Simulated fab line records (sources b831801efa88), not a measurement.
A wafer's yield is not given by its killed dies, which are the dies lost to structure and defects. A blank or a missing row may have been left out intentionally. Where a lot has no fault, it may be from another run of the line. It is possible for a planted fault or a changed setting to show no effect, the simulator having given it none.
Chamber matching | flow sky130 | SKY_METAL2_STRIP_21 on wet_bench-01: 4 sister chambers
The step strips in post etch residue remover, time 1200 s. 8 wafers are shown with their chamber, then 7 later ones without.

WAFERS PAIRED WITH THEIR CHAMBERS
wafer  | chamber | bath_guard_temp_C (C)
L337.4 | 1       | 72.1
L337.6 | 1       | 72.6
L340.2 | 3       | 72.9
L340.4 | 3       | 73.6
L342.4 | 2       | 73.7
L342.6 | 2       | 73.6
L341.3 | 0       | 73.0
L341.4 | 0       | 73.4

WAFERS MISSING THEIR CHAMBER
wafer  | bath_guard_temp_C (C)
L344.4 | 72.5
L344.5 | 72.5
L345.4 | 73.6
L345.5 | 73.5
L347.3 | 73.2
L347.4 | 73.1
L347.5 | 73.2

WHICH CHAMBER EACH WENT THROUGH
wafer  | from the rows above               | in truth
L344.4 | can't be placed: 1 or 0 or 3      | 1
L344.5 | can't be placed: 1 or 0 or 3      | 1
L345.4 | can't be placed: 2 or 3 or 0      | 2
L345.5 | can't be placed: 2 or 3 or 0      | 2
L347.3 | can't be placed: 0 or 3 or 2      | 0
L347.4 | can't be placed: 0 or 3 or 2 or 1 | 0
L347.5 | can't be placed: 0 or 3 or 2      | 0
0 of 7 placed correctly. These rows do not allow placing 7 (true chamber among the candidates in 7). Wrongly placed: 0.
How it was worked out, from the rows above alone: a wafer's distance from a chamber is the root of the sum, over the readings, of the square of ((its reading less the chamber's mean) divided by the reading's scatter). The wafer belongs to the nearest chamber; if the next one is less than 2 further off, it can't be placed. A chamber's mean is the mean of its shown wafers. The scatter: the root of (the sum of the squares of (reading less its chamber's mean) over the shown wafers, divided by (wafers less chambers)).
